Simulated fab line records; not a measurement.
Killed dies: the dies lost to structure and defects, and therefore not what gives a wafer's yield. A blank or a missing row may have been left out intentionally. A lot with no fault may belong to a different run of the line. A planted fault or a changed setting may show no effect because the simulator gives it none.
Which tool was responsible?	flow sky130	6 lots (18 wafers sampled), 1 step of a 708-step route

== WHAT THE GAUGES SHOWED, per wafer ==
SKY_NWELL_OVL_MEAS_23.
lot	measured	on	NWELL_01_OVL (nm)
L658	day 6 02:04	overlay-01	0.6 -0.9 1.6
L660	day 6 11:33	overlay-01	-1.2 -2.9 -1.8
L664	day 7 10:55	overlay-02	0.5 2.3 0.6
L672	day 9 09:27	overlay-02	-0.2 -1.4 -0.9
L675	day 10 03:58	overlay-01	-3.0 -4.4 -4.2
L678	day 10 21:53	overlay-02	-0.8 -1.4 -1.0

== EACH LOT AND THE TOOL THAT RAN IT (in order: tool; ch and the chambers of the sampled wafers; start) ==
Before these readings, the record contains no process step.

== THE ANSWER, worked out from the rows above alone ==
Rule: the usual values come from the lots themselves. Put in order of their means at a reading, lots are off if they are a third of the lots or fewer, leave a main group of 4 or more, and stand apart from it by a gap of 3 or more times the standard deviation of the main group's means; of several such gaps the widest counts. Not used: any main group whose means are identical at the precision the tables above print for the reading. A lot without any number at a reading at which 4 lots or more have one is off too. The other lots that the step has rows for count as sound.
None of the lots is off at any reading shown; this tells nothing.

== WHAT THE SIMULATOR HAD PUT IN ==
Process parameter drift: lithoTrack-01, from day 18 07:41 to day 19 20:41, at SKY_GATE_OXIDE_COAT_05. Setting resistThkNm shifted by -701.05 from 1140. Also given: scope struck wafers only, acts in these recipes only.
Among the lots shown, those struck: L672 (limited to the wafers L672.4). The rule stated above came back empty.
